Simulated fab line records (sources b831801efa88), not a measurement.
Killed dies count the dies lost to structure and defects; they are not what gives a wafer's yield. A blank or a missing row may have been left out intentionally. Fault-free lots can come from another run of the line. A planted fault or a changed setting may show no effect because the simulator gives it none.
The same fault as seen by 2 desks + flow gf180mcu + what lay behind the numbers comes last; until then each desk has only its own

DESK OF THE TOOL OWNER: rie si-01
The tool's own readings at GF_STI_ETCH_14 (etches Si in HBr/Cl2/O2, target depth 360 nm, time 102.9 s): means of the sampled wafers that have a number, for each lot that ran on this tool. The brackets show how far a lot's mean lies from the usual mean; more than 4 standard deviations puts the lot out of limits, marked OUT.
Columns: A = chamber pressure mTorr at GF_STI_ETCH_14, usual 14.999 mTorr; B = drypump motor current A at GF_STI_ETCH_14, usual 5.8 A; C = oes product au at GF_STI_ETCH_14, usual 1.000 a.u.; D = run length s at GF_STI_ETCH_14, usual 131.2 s; E = throttle valve pct at GF_STI_ETCH_14, usual 25.657 %
| lot  | first seen here | A      | B   | C     | D                | E      |
|------|-----------------|--------|-----|-------|------------------|--------|
| L227 | day 2 03:35     | 15.006 | 5.9 | 1.001 | 130.9            | 25.659 |
| L232 | day 3 04:10     | 14.989 | 5.9 | 1.014 | 131.2            | 25.652 |
| L233 | day 3 08:35     | 14.986 | 5.7 | 1.006 | 130.9            | 25.656 |
| L237 | day 4 04:56     | 14.999 | 6.1 | 1.000 | 131.3            | 25.656 |
| L245 | day 5 22:49     | 15.001 | 5.9 | 1.009 | 127.9 (-8.2) OUT | 25.658 |
This desk's verdict: out of limits on L245, starting with L245 at day 5 22:49 (run length s at GF_STI_ETCH_14). L227, L232, L233, L237: within limits.

FROM THE METROLOGY DESK
What the gauges read for every lot (on any tool): the sampled wafers with a number, averaged. The brackets show how far a lot's mean lies from the usual mean; more than 4 standard deviations puts the lot out of limits, marked OUT.
Columns: A = M4_OVL at GF_M4_OVL_MEAS_15, usual -1 nm
| lot  | first seen here | A   |
|------|-----------------|-----|
| L227 | day 23 18:49    | -1  |
| L228 | day 24 03:23    | -4  |
| L229 | day 24 11:33    | 4   |
| L230 | day 24 11:55    | 5   |
| L231 | day 25 04:43    | 5   |
| L232 | day 25 07:47    | -7  |
| L233 | day 25 18:58    | 5   |
| L236 | day 26 11:10    | -1  |
| L237 | day 26 23:30    | -5  |
| L238 | day 27 03:52    | 3   |
| L241 | day 28 04:15    | -11 |
| L245 | day 29 07:01    | -11 |
| L250 | day 30 20:03    | 8   |
Result from this desk: across the 13 lots, nothing is out of limits.

PUT TOGETHER
The tool owner's desk could have raised an alarm at day 5 22:49, on L245.
The metrology desk saw nothing out of limits.
The metrology desk has L245 on record, within its limits.
The lots listed all ran GF_STI_ETCH_14 on rie si-01.

WHAT THE SIMULATOR HAD PUT IN
rie si-01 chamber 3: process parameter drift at GF_STI_ETCH_14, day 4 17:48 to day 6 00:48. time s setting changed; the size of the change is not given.
Lots struck among those shown: L245.
Delay in hours, fault start to first out-of-limits reading, by desk: the tool owner's desk at 29.
